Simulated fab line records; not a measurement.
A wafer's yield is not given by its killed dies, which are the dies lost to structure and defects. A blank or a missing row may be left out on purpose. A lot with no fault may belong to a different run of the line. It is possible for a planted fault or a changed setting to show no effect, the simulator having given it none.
fab line records	flow sky130
record lots=6	wafers=16	last-day=50
route steps=708 shown RES_PROTECT@212 POLY_GATE@213 LDD_N@237 PAD_OPEN@708
lots untouched by any fault: they come from a run of this same line in which no faults occurred
start-h: hours from the record's opening day to when the first of the lot's shown wafers began	wait-h: hours from the lot's prior step to this one	" repeats the value in the row above	L1.1+2: one row covering several wafers at once	- no value, or no start given	* or withheld: withheld	< > ~ a bound
route shown NAME@n: NAME is a module with steps in the file, n the number in the route of the first one	usual: the fault-free wafers' mean and standard deviation	same: alike in all rows	chamber/n: place in a boat	sites: each site's reading	_std_site: how widely they spread, as a standard deviation	_edge_site: outer sites' mean less inner sites'	radius-mm: for every site, how far away it sits from the centre of the wafer	mask NAME#n: copy n	behind: the last tool/chamber to shape the wafer	hold: cause of the lot's hold/its duration in hours/its outcome	device: the transistor (n, p or np) that didn't switch	end of line: tests run on the same wafers once the route is complete	step lacking rows: just its recipe	killed: at the first sort, the dies lost to defects and structure; wafer yield is something else	map: the dies of a wafer, with x for killed, . for not killed, _ for no die there
set.NAME: the setting the step ran with; set.NAME@STEP: the setting that earlier step ran with	model.NAME: the simulator's own value behind a step, which no gauge read
certain route steps with their lots: each step a table, each wafer a row
services: when a tool's chamber went out of use (start-h, in hours from the record's first day, below 0 if earlier), for how many hours, and the reason
## steps
# step SKY_RES_PROTECT_DEVELOP_06
# recipe resist=NOVOLAK	developer=TMAH	develop-time-s=60	dev-temp-c=23
# step SKY_POLY_GATE_IMPLANT_02
# recipe species=P	energy-kev=30	dose-cm2=7.7e+15	tilt-deg=0
# step SKY_RES_PROTECT_STRIP_07
# recipe chemistry=O2/N2	power-w=1400	pressure-mtorr=1500	platen-temp-c=withheld	o2-flow-sccm=3000	n2-flow-sccm=300	overash-fraction=0.5
# usual drypump-motor-current-A=5.5/0.52	o2-flow-sccm=3001/9.4	oes-product-au=0.518/0.0042	strip-time-to-endpoint-s=23.28/0.038
lot.wafer	tool	chamber	start-h	wait-h	drypump-motor-current-A	o2-flow-sccm	oes-product-au	rf-hours-counter-h	strip-time-to-endpoint-s
L152.2	plasma-asher-04	1	364.35	0.1	5.3	3010	0.517	53	23.31
L152.4	"	1	"	"	5.3	2998	0.523	-	23.29
L152.6	"	1	"	"	5.3	3000	0.524	-	23.29
L157.1	plasma-asher-04	0	406.02	0.1	5.0	2996	0.508	57	23.27
L157.2	"	1	"	"	5.3	2982	0.515	57	23.19
L157.5	"	1	"	"	5.3	3001	0.525	-	23.29
L165.3	plasma-asher-04	1	481.21	0.1	5.3	2985	0.519	-	23.39
L165.6	"	0	"	"	5.0	3007	0.516	-	23.36
L167.3	plasma-asher-04	1	494.73	0.1	5.3	3006	0.525	-	23.32
L167.6	"	0	"	"	5.0	3007	0.524	-	23.28
L170.1	plasma-asher-01	1	523.08	0.1	6.0	2992	0.520	10	23.30
L170.2	"	0	"	"	6.6	3013	0.521	10	23.31
L170.3	"	0	"	"	6.6	3004	0.513	-	23.26
L172.2	plasma-asher-04	0	536.50	0.1	5.0	2995	0.520	71	23.31
L172.3	"	0	"	"	5.0	2999	0.522	-	23.34
L172.5	"	0	"	"	5.0	3009	0.520	-	23.31
# step SKY_RES_PROTECT_TW_MEAS_08
# usual POLY_GATE_TW=4025/42
lot.wafer	tool	chamber	start-h	wait-h	POLY_GATE_TW
L152.2	film-metro-04	-	364.46	0.1	3962
L152.4	"	-	"	"	3986
L152.6	"	-	"	"	3975
L157.1	film-metro-03	-	406.12	0.1	4019
L157.2	"	-	"	"	4008
L157.5	"	-	"	"	4028
L165.3	film-metro-04	-	481.29	0.1	4006
L165.6	"	-	"	"	4002
L167.3	film-metro-03	-	494.82	0.1	4039
L167.6	"	-	"	"	4039
L170.1	film-metro-02	-	523.18	0.1	4081
L170.2	"	-	"	"	4084
L170.3	"	-	"	"	4092
L172.2	film-metro-02	-	536.61	0.1	4066
L172.3	"	-	"	"	4066
L172.5	"	-	"	"	4067
# step SKY_RES_PROTECT_CLEAN_09
# recipe chemistry=SC1/SC2	mix=1:4:20	temp-c=70	time-s=150	dry=n2-spin
# step SKY_POLY_GATE_CVD_03
# recipe material=Si3N4	precursor=DCS/NH3	target-thk-nm=75	temp-c=770	time-s=1290	pressure-mtorr=250
# step SKY_POLY_GATE_THK_MEAS_04
# recipe reads=Si3N4_of_POLY_GATE_CVD_03
# usual POLY_GATE_CVD_03_THK=74.9/0.57
lot.wafer	tool	chamber	start-h	wait-h	POLY_GATE_CVD_03_THK[nm]
L152.2	film-metro-03	-	366.26	0.0	74.4
L152.4	"	-	"	"	74.3
L152.6	"	-	"	"	74.2
L157.1	film-metro-03	-	407.60	0.0	73.6
L157.2	"	-	"	"	74.8
L157.5	"	-	"	"	74.7
L165.3	film-metro-01	-	483.45	0.0	75.8
L165.6	"	-	"	"	75.6
L167.3	film-metro-03	-	496.28	0.0	73.9
L167.6	"	-	"	"	74.4
L170.1	film-metro-01	-	524.65	0.0	74.4
L170.2	"	-	"	"	75.0
L170.3	"	-	"	"	75.6
L172.2	film-metro-03	-	538.76	0.0	74.9
L172.3	"	-	"	"	74.9
L172.5	"	-	"	"	75.5
# step SKY_POLY_GATE_DEHYDRATE_05
# recipe temp-c=200	time-s=60
# step SKY_POLY_GATE_HMDS_06
# recipe prime-time-s=60	prime-temp-c=120
# step SKY_POLY_GATE_COAT_07
# recipe resist=BARC	temp-c=withheld	time-s=withheld	spin-rpm=3000	resist-thk-nm=110
# step SKY_POLY_GATE_COAT_08
# recipe resist=KrF-thick	spin-rpm=3000	resist-thk-nm=450
# step SKY_POLY_GATE_SOFTBAKE_09
# recipe temp-c=100	time-s=90	resist=KrF-thick
# step SKY_POLY_GATE_EXPOSE_10
# recipe mask-id=P1M	na=0.68	source-shape=conventional	sigma-outer=0.6	target-cd-nm=150	dose-mj=28
lot.wafer	tool	chamber	start-h	wait-h	mask
L152.2+4+6	krf-scanner-01	0	380.92	-	P1M#0
L157.1+2+5	krf-scanner-02	0	422.88	-	P1M#0
L165.3+6	krf-scanner-01	0	499.07	-	P1M#0
L167.3+6	krf-scanner-01	0	511.84	-	P1M#0
L170.1+2+3	krf-scanner-02	0	539.95	-	P1M#0
L172.2+3+5	krf-scanner-02	0	553.66	-	P1M#0
# step SKY_POLY_GATE_PEB_11
# recipe peb-temp-c=withheld	peb-time-s=withheld	resist=KrF-thick
# step SKY_POLY_GATE_DEVELOP_12
# recipe develop-time-s=60	resist=KrF-thick	dev-temp-c=21
# step SKY_POLY_GATE_CD_MEAS_13
# recipe target-cd-nm=150
# usual cd-nm=149.9/1.1
lot.wafer	tool	chamber	start-h	wait-h	cd-nm
L152.2	cd-sem-01	-	394.80	-	152.3
L152.4	"	-	"	"	152.4
L152.6	"	-	"	"	151.2
L157.1	cd-sem-01	-	437.58	-	150.1
L157.2	"	-	"	"	149.7
L157.5	"	-	"	"	150.1
L165.3	cd-sem-01	-	514.11	-	151.1
L165.6	"	-	"	"	116.1
L167.3	cd-sem-01	-	526.67	-	148.9
L167.6	"	-	"	"	114.2
L170.1	cd-sem-02	-	554.17	-	150.0
L170.2	"	-	"	"	150.5
L170.3	"	-	"	"	149.4
L172.2	cd-sem-01	-	568.74	-	149.8
L172.3	"	-	"	"	149.6
L172.5	"	-	"	"	149.9
# step SKY_POLY_GATE_OVL_MEAS_14
# usual POLY_GATE_OVL=3/6.4
lot.wafer	tool	chamber	start-h	wait-h	POLY_GATE_OVL[nm]
L152.2	overlay-01	-	394.91	0.1	8
L152.4	"	-	"	"	8
L152.6	"	-	"	"	6
L157.1	overlay-02	-	437.70	0.1	5
L157.2	"	-	"	"	3
L157.5	"	-	"	"	8
L165.3	overlay-02	-	514.20	0.1	4
L165.6	"	-	"	"	-6
L167.3	overlay-01	-	526.76	0.1	-2
L167.6	"	-	"	"	-7
L170.1	overlay-01	-	554.29	0.1	-1
L170.2	"	-	"	"	0
L170.3	"	-	"	"	3
L172.2	overlay-01	-	568.85	0.1	8
L172.3	"	-	"	"	2
L172.5	"	-	"	"	8
# step SKY_POLY_GATE_ETCH_15
# recipe chemistry=N2/H2	target=BARC	ion-energy-ev=200	source-w=500	bias-w=100	pressure-mtorr=30	n2-flow-sccm=100	h2-flow-sccm=200	stop-on=SiO2	time-s=118.5	target-depth-a=1100
# usual bias-w=100.00/0.29	drypump-motor-current-A=6.0/0.53	h2-flow-sccm=199.9/0.61	oes-product-au=0.716/0.0042	rf-fwd-power-W=497.6/1.7	throttle-valve-pct=13.213/0.0092
lot.wafer	tool	chamber	start-h	wait-h	bias-w	drypump-motor-current-A	h2-flow-sccm	oes-product-au	rf-fwd-power-W	rf-hours-counter-h	throttle-valve-pct	model.POLY_GATE.cd-nm
L152.2	rie-diel-03	1	394.94	0.0	99.82	5.7	199.5	0.719	495.9	2	13.222	150.7
L152.4	"	3	"	"	99.48	5.9	200.3	0.719	496.4	40	13.211	152.7
L152.6	"	1	"	"	99.82	5.7	200.1	0.713	495.6	-	13.217	149.7
L157.1	rie-diel-02	3	437.74	0.0	100.03	6.1	200.3	0.710	500.4	51	13.218	149.1
L157.2	"	2	"	"	100.65	5.9	199.9	0.715	499.1	10	13.208	150.6
L157.5	"	0	"	"	100.27	6.0	200.0	0.712	496.4	-	13.222	151.7
L165.3	rie-diel-03	3	514.22	0.0	100.47	5.9	200.3	0.711	492.9	42	13.211	150.9
L165.6	"	3	"	"	100.18	5.9	200.4	0.720	493.4	-	13.223	115.2
L167.3	rie-diel-04	1	526.79	0.0	100.08	6.7	201.0	0.716	498.0	19	13.218	149.2
L167.6	"	2	"	"	99.99	5.5	200.4	0.709	496.7	-	13.193	113.5
L170.1	rie-diel-03	0	554.33	0.0	100.63	4.8	199.5	0.717	497.0	17	13.205	147.7
L170.2	"	3	"	"	100.21	5.9	200.4	0.716	495.4	43	13.204	149
L170.3	"	2	"	"	100.36	6.0	201.3	0.715	496.7	52	13.204	149.5
L172.2	rie-diel-02	3	568.88	0.0	100.13	6.1	199.9	0.716	498.9	54	13.204	150.5
L172.3	"	2	"	"	100.51	6.0	200.3	0.716	499.2	12	13.203	148.8
L172.5	"	3	"	"	99.36	6.1	199.5	0.715	498.5	-	13.211	150.4
# step SKY_POLY_GATE_ETCH_16
# recipe stop-on=poly-Si	chemistry=CH3F/O2	target=Si3N4	source-w=400	bias-w=80	pressure-mtorr=25	ch3f-flow-sccm=40	O2_flow_sccm=30	time-s=147.5	target-depth-a=750
# usual O2_flow_sccm=30.00/0.086	bias-w=80.00/0.23	drypump-motor-current-A=6.0/0.53	oes-product-au=0.640/0.0056	rf-fwd-power-W=398.4/1.2	throttle-valve-pct=10.535/0.0094
lot.wafer	tool	chamber	start-h	wait-h	O2_flow_sccm	bias-w	drypump-motor-current-A	oes-product-au	rf-fwd-power-W	rf-hours-counter-h	throttle-valve-pct
L152.2	rie-diel-03	1	395.02	0.0	30.11	80.08	5.7	0.638	398.7	2	10.540
L152.4	"	3	"	"	30.02	79.99	5.9	0.640	396.6	40	10.516
L152.6	"	1	"	"	29.92	79.94	5.7	0.630	398.3	-	10.534
L157.1	rie-diel-02	3	437.82	0.0	29.92	79.40	6.1	0.637	396.9	51	10.556
L157.2	"	2	"	"	30.01	80.27	5.9	0.645	399.2	10	10.537
L157.5	"	0	"	"	29.88	80.18	6.0	0.640	400.9	-	10.552
L165.3	rie-diel-03	3	514.30	0.0	29.98	80.33	5.9	0.647	396.6	42	10.509
L165.6	"	3	"	"	30.05	79.76	5.9	0.640	396.8	-	10.537
L167.3	rie-diel-04	1	526.87	0.0	30.11	80.19	6.7	0.643	400.7	19	10.527
L167.6	"	2	"	"	30.01	79.62	5.5	0.642	399.2	-	10.542
L170.1	rie-diel-03	0	554.41	0.0	29.93	79.63	4.8	0.643	398.6	17	10.549
L170.2	"	3	"	"	30.01	80.44	5.9	0.638	395.2	43	10.529
L170.3	"	2	"	"	29.97	80.14	6.0	0.639	397.5	52	10.548
L172.2	rie-diel-02	3	568.96	0.0	29.99	80.13	6.1	0.641	399.3	54	10.527
L172.3	"	2	"	"	30.04	80.14	5.9	0.644	399.1	12	10.545
L172.5	"	3	"	"	30.02	80.29	6.1	0.644	399.3	-	10.533
# step SKY_POLY_GATE_ETCH_17
# recipe target-depth-nm=180	stop-on=SiO2	over-etch-frac=0.56667	chemistry=HBr/Cl2	target=poly-Si	icp-w=400	bias-w=100	pressure-mtorr=10	HBr_flow_sccm=150	Cl2_flow_sccm=50	time-s=70.5
# usual bias-w=99.98/0.25	drypump-motor-current-A=5.7/0.38	he-backside-leak-sccm=2.58/0.19	mfc-cl2-sccm=50.00/0.14	oes-product-au=0.991/0.0063	rf-fwd-power-W=397.1/1.8	throttle-valve-pct=33.685/0.0081
lot.wafer	tool	chamber	start-h	wait-h	bias-w	drypump-motor-current-A	he-backside-leak-sccm	mfc-cl2-sccm	oes-product-au	rf-fwd-power-W	rf-hours-counter-h	throttle-valve-pct	model.POLY_GATE.cd-nm
L152.2	rie-si-02	2	395.12	0.0	99.93	5.8	2.42	50.03	0.993	396.7	60	33.672	150.6
L152.4	"	3	"	"	99.47	5.2	2.89	50.08	0.998	396.2	63	33.698	151.8
L152.6	"	1	"	"	100.00	6.1	2.65	50.08	1.005	397.7	-	33.684	149.2
L157.1	rie-si-01	0	437.92	0.0	100.07	5.6	2.40	49.89	0.987	400.9	6	33.700	149.4
L157.2	"	3	"	"	100.16	6.0	2.34	49.75	0.988	395.6	5	33.681	151.2
L157.5	"	1	"	"	99.70	5.0	2.75	50.13	0.991	395.9	-	33.697	151.3
L165.3	rie-si-01	3	514.40	0.0	100.18	6.0	2.43	50.04	1.008	395.6	5	33.695	150.7
L165.6	"	0	"	"	99.71	5.7	2.64	50.23	0.997	398.4	-	33.689	115.7
L167.3	rie-si-01	2	526.97	0.0	100.15	6.1	2.70	49.76	0.984	396.6	1	33.680	149.5
L167.6	"	3	"	"	99.71	6.0	2.60	50.02	0.993	393.1	-	33.684	113.4
L170.1	rie-si-02	2	554.51	0.0	99.93	5.8	2.25	50.16	0.987	396.5	0	33.677	147.5
L170.2	"	1	"	"	100.52	6.1	2.91	49.79	0.990	398.3	4	33.674	148.2
L170.3	"	3	"	"	99.91	5.2	2.56	50.14	0.998	396.2	0	33.696	148.7
L172.2	rie-si-02	3	569.06	0.0	99.71	5.2	2.50	49.84	0.984	396.0	0	33.688	150.5
L172.3	"	0	"	"	99.98	5.6	2.37	50.05	0.989	399.2	4	33.687	149
L172.5	"	3	"	"	99.75	5.2	2.63	49.73	0.978	397.8	-	33.681	150.2
# step SKY_POLY_GATE_STRIP_18
# recipe chemistry=O2/N2	power-w=1400	pressure-mtorr=1500	platen-temp-c=withheld	o2-flow-sccm=3000	n2-flow-sccm=300	overash-fraction=0.5
# usual drypump-motor-current-A=6.0/0.48	o2-flow-sccm=3001/8.4	oes-product-au=0.360/0.005	strip-time-to-endpoint-s=3.17/0.032
lot.wafer	tool	chamber	start-h	wait-h	drypump-motor-current-A	o2-flow-sccm	oes-product-au	rf-hours-counter-h	strip-time-to-endpoint-s
L152.2	plasma-asher-01	0	395.17	0.0	6.6	3011	0.364	69	3.12
L152.4	"	1	"	"	6.0	3002	0.362	-	3.16
L152.6	"	0	"	"	6.6	3011	0.373	-	3.11
L157.1	plasma-asher-01	0	437.97	0.0	6.6	2998	0.365	0	3.20
L157.2	"	1	"	"	6.0	3003	0.359	0	3.13
L157.5	"	0	"	"	6.6	3020	0.367	-	3.20
L165.3	plasma-asher-01	0	514.49	0.1	6.6	2998	0.358	-	3.15
L165.6	"	1	"	"	6.0	2998	0.363	-	3.19
L167.3	plasma-asher-01	1	527.06	0.1	6.0	3003	0.361	-	3.22
L167.6	"	1	"	"	6.0	3007	0.356	-	3.21
L170.1	plasma-asher-02	0	554.56	0.0	5.6	3006	0.358	89	3.18
L170.2	"	1	"	"	5.4	2999	0.369	89	3.17
L170.3	"	1	"	"	5.4	2989	0.360	-	3.17
L172.2	plasma-asher-03	0	569.11	0.0	6.7	2995	0.361	41	3.19
L172.3	"	0	"	"	6.7	3004	0.360	-	3.17
L172.5	"	0	"	"	6.7	2980	0.367	-	3.16
# step SKY_POLY_GATE_CLEAN_19
# recipe chemistry=SC1/SC2	mix=1:4:20	temp-c=70	time-s=150	dry=n2-spin
# step SKY_POLY_GATE_OXIDATION_20
# recipe temp-c=850	ambient=O2	stabilise-s=600	purge-s=300	target-thk-a=40	ox-time-s=899
# step SKY_POLY_GATE_CD_MEAS_22
# usual cd-nm=149.4/1.5
lot.wafer	tool	chamber	start-h	wait-h	cd-nm
L152.2	cd-sem-01	-	397.84	0.1	150.5
L152.4	"	-	"	"	151.8
L152.6	"	-	"	"	148.7
L157.1	cd-sem-01	-	440.03	0.1	149.3
L157.2	"	-	"	"	151.0
L157.5	"	-	"	"	151.4
L165.3	cd-sem-02	-	515.98	0.1	150.8
L165.6	"	-	"	"	115.7
L167.3	cd-sem-01	-	529.52	0.1	149.4
L167.6	"	-	"	"	113.3
L170.1	cd-sem-01	-	556.71	0.1	147.4
L170.2	"	-	"	"	148.4
L170.3	"	-	"	"	148.8
L172.2	cd-sem-02	-	570.61	0.1	150.5
L172.3	"	-	"	"	148.8
L172.5	"	-	"	"	150.2
# step SKY_LDD_N_DEHYDRATE_00
# recipe temp-c=200	time-s=60
# step SKY_PAD_OPEN_PROBE_99
# usual killed_at_M0_to_M3=42/7.3	killed_at_M4_up=3.2/1.8	killed-at-contacts=25/5.2	killed-at-front-end=15/4.6	killed-at-other=0.3/0.62	killed-dies=85/9.9	killed-on-rim=17/3.9	killed-open=46/7.1	killed-short=38/5.7
# same gross-dies=492	killed-at-back-side=0
lot.wafer	tool	chamber	start-h	wait-h	killed_at_M0_to_M3	killed_at_M4_up	killed-at-contacts	killed-at-front-end	killed-at-other	killed-dies	killed-on-rim	killed-open	killed-short
L152.2	prober-01	-	1095.09	0.1	28	2	22	11	0	63	17	32	30
L152.4	prober-01	-	1095.19	0.2	50	3	29	15	0	97	25	47	47
L152.6	prober-01	-	1095.29	0.2	35	4	21	25	0	85	21	41	44
L157.1	prober-02	-	1129.08	0.1	28	1	21	24	1	75	12	38	37
L157.2	prober-02	-	1129.13	0.1	38	2	20	19	0	79	21	40	39
L157.5	prober-02	-	1129.28	0.2	43	3	14	11	0	71	13	41	30
L165.6	prober-02	-	1168.97	0.2	47	7	18	399	0	471	83	46	34
L167.3	prober-02	-	1177.17	0.2	42	3	38	15	0	98	16	58	40
L167.6	prober-02	-	1177.32	0.2	44	2	15	417	0	478	85	41	31
# killed by level:class
L152.2 CONTACT:geometric-particle:open=8 LI_CONTACT:geometric-particle:open=5 LOCAL_INTERCONNECT:geometric-particle:short=5 VIA1:geometric-particle:short=4 METAL1:geometric-particle:short=4 VIA1:geometric-particle:open=4 VIA3:geometric-particle:open=4 FIELD_ISO:geometric-particle:short=3
L152.4 VIA1:geometric-particle:open=12 CONTACT:geometric-particle:open=9 METAL2:geometric-particle:short=9 VIA2:geometric-particle:open=9 LI_CONTACT:geometric-particle:open=7 CONTACT:geometric-particle:short=7 VIA2:geometric-particle:short=6 FIELD_ISO:geometric-particle:short=4
L152.6 FIELD_ISO:geometric-particle:short=7 LI_CONTACT:geometric-particle:open=7 VIA2:geometric-particle:open=7 METAL2:geometric-particle:short=6 POLY_GATE:geometric-particle:short=5 CONTACT:geometric-particle:short=5 VIA1:geometric-particle:open=5 FIELD_ISO:geometric-particle:open=4
L157.1 FIELD_ISO:geometric-particle:open=7 CONTACT:geometric-particle:open=6 VIA1:geometric-particle:open=6 FIELD_ISO:geometric-particle:short=4 POLY_GATE:geometric-particle:short=4 METAL1:geometric-particle:open=4 LI_CONTACT:geometric-particle:open=4 METAL1:geometric-particle:short=4
L157.2 FIELD_ISO:geometric-particle:open=9 CONTACT:geometric-particle:open=7 METAL1:geometric-particle:short=7 VIA3:geometric-particle:open=6 LI_CONTACT:geometric-particle:open=5 FIELD_ISO:geometric-particle:short=5 CONTACT:geometric-particle:short=5 VIA1:geometric-particle:open=5
L157.5 VIA1:geometric-particle:open=10 VIA3:geometric-particle:open=7 CONTACT:geometric-particle:open=6 METAL1:geometric-particle:short=6 VIA1:geometric-particle:short=6 VIA2:geometric-particle:open=6 POLY_GATE:geometric-particle:open=4 VIA3:geometric-particle:short=3
L165.6 POLY_GATE:area-expose=391 VIA1:geometric-particle:open=14 CONTACT:geometric-particle:open=9 VIA3:geometric-particle:open=8 VIA2:geometric-particle:open=6 METAL1:geometric-particle:short=5 METAL4:geometric-particle:short=4 CONTACT:geometric-particle:short=4
L167.3 LI_CONTACT:geometric-particle:open=11 CONTACT:geometric-particle:open=11 VIA3:geometric-particle:open=10 POLY_GATE:geometric-particle:open=7 VIA1:geometric-particle:open=7 VIA1:geometric-particle:short=7 LI_CONTACT:geometric-particle:short=5 METAL2:geometric-particle:short=5
L167.6 POLY_GATE:area-expose=406 VIA2:geometric-particle:open=9 METAL2:geometric-particle:short=7 VIA3:geometric-particle:open=6 CONTACT:geometric-particle:open=5 VIA1:geometric-particle:open=5 LI_CONTACT:geometric-particle:open=4 POLY_GATE:geometric-particle:open=3
# map L165.6 (x killed, . not)
__________xxxxxxxxxx_________
________xxxxxxxxxxx.xx_______
______xxxxxxxxxxxxxxxxxx_____
_____xxxxxxxxxxxxxxxxxxxx____
____.xxxxxxxxxxxxxxxxxxxxx___
___x.xxxxxxxxxxxxxxxxxxxxxx__
__xxx.xxxxxxxxxxxxxxxxxxxxx._
_x.xxxxxxxxx.xxxxxxxxxxxxxxxx
_x.xxxxxxxxxxxxxxxxxxxxxxxxxx
_x.xxxxxxxxxxxxxxxxxxxxxxxxxx
_xxxxxxxxxxxxxxxxxxxxxxxxxxxx
_xxxxxxxxxxxxxxxxxxxxxxxxxxxx
_xxxx.xxxxxxxxxxxxxxxxxxxxxxx
_xxxxxxxxxxxxxxxxxxxxxxxxxxx.
_xx.xxxxxxxxxxxxxxxxxxxxxxxx.
__xxxxxxxxxxxxxxxxxxxxxxxxxx_
___.xxxxxxxxxxxxxxxxxxxxxx.__
____.xxxxxxxxxxxxxxxxxxxxx___
_____xxxx.xxxxxxxxxxxxxxx____
______x.xxxxxxxxxx.xxxxx_____
________xxxxxxxxxxx.xx_______
__________xxxxx.xxxx_________
# map L167.6 (x killed, . not)
__________xxxxxxx.xx_________
________xxxxxxxxxxxxxx_______
______xxxxxxxxxxxxxxxxxx_____
_____xxxxxxxxxxxxxxxxxxxx____
____xxxxxxxxxxxxxxxxxxxxxx___
___xxxxxxxxxxxxxxxxxxxxxxx.__
__xx.xxxxxxxxxxxxxxxxxxxxxxx_
_.xxxxxxxxxxxxxxxxxxxxxxxxxxx
_xxxxxxxxxxxxxxxxxxxxxxxx.xxx
_xxxxxxxxxxxxxxxxxxxxxxxxxxxx
_.xxxxxxxxxxxxxxxxxxxxxxxxxxx
_xxxxxxxxxxxxxxxxxxxxxxxxxxxx
_xxxxxxxxxxxxxxxxxxxxxxxxxxxx
_xxxxxxxxxxxxxxxxxxxxxxxxxxxx
_xxxxxxxxxxxxxxxxxxxxxxxxxxxx
__xxxxxxxxxxxxxxxxxxxxxxxxx._
___xxxxxxxxxxxxxxxxxxxxxxxx__
____x.xxxxxxxxxxxxxxxxxxxx___
_____x.xxxxxxxxxxxxxxxxxx____
______xxxxxxxxxxxxxxxx.x_____
________xxxxxxx.xxx..x_______
__________xx.xxxxxxx_________
## services
tool	chamber	start-h	hours	kind
plasma-asher-01	-	355.52	2.2	repair
krf-scanner-01	-	356.27	4.0	pm
plasma-asher-04	-	358.59	1.9	repair
krf-scanner-02	-	360.29	1.0	pm
rie-diel-02	2	370.02	2.7	repair
rie-diel-03	2	373.64	3.4	repair
krf-scanner-01	-	389.60	0.8	pm
rie-diel-03	-	404.35	0.9	repair
krf-scanner-01	-	406.72	1.0	pm
krf-scanner-01	-	419.80	0.5	repair
plasma-asher-01	-	421.25	9.0	pm
plasma-asher-04	-	429.90	0.6	repair
plasma-asher-01	-	430.25	2.8	pm
krf-scanner-02	-	437.24	0.8	pm
krf-scanner-01	-	444.46	11.6	pm
krf-scanner-01	-	456.01	1.3	pm
krf-scanner-02	-	461.71	3.6	pm
krf-scanner-02	-	486.73	1.3	pm
rie-diel-03	2	493.86	2.8	repair
krf-scanner-02	-	498.83	0.5	repair
rie-diel-03	-	516.44	15.6	pm
krf-scanner-02	-	526.86	1.0	pm
rie-diel-03	2	538.18	5.4	repair
rie-si-02	2	548.18	5.6	repair
## key
first-sign step=SKY_POLY_GATE_CD_MEAS_13	reading=cd-nm	direction=down	sigmas=32	usual=149.9	struck=115.2
effect step=SKY_POLY_GATE_CD_MEAS_22	reading=cd-nm	direction=down	sigmas=23	usual=149.4	struck=114.5
effect step=SKY_PAD_OPEN_PROBE_99	reading=killed-at-front-end	direction=up	sigmas=86	usual=15	struck=408
model-effect step=SKY_POLY_GATE_ETCH_15	value=POLY_GATE.cd-nm	without=148.3	struck=114.3
model-effect step=SKY_POLY_GATE_ETCH_17	value=POLY_GATE.cd-nm	without=148.5	struck=114.5
more-kills-born-at SKY_POLY_GATE_EXPOSE_10@krf-scanner-01=797
met-at SKY_POLY_GATE_EXPOSE_10
struck-wafers L165.6,L167.6
later-rows-left-out L165.6,L167.6
tester-left-out L165,L167
onset-between 380.92 499.07
fault kind=process-parameter-drift	tool=krf-scanner-01	chamber=-	onset-h=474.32	steps=SKY_POLY_GATE_EXPOSE_10	channel=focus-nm	offset=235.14	shape=step	end-h=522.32	scope=struck-wafers-only
# tester-left-out: of these lots the tester's yield and bins aren't shown, on N5 and GAA mostly nor the transistor test; their killed dies are dies lost to structure and defects alone, not to doping, threshold or leakage, so they don't give the yield
# later-rows-left-out: the simulator's readings of these wafers behind a module that went badly wrong aren't trusted and aren't shown, but for the sort
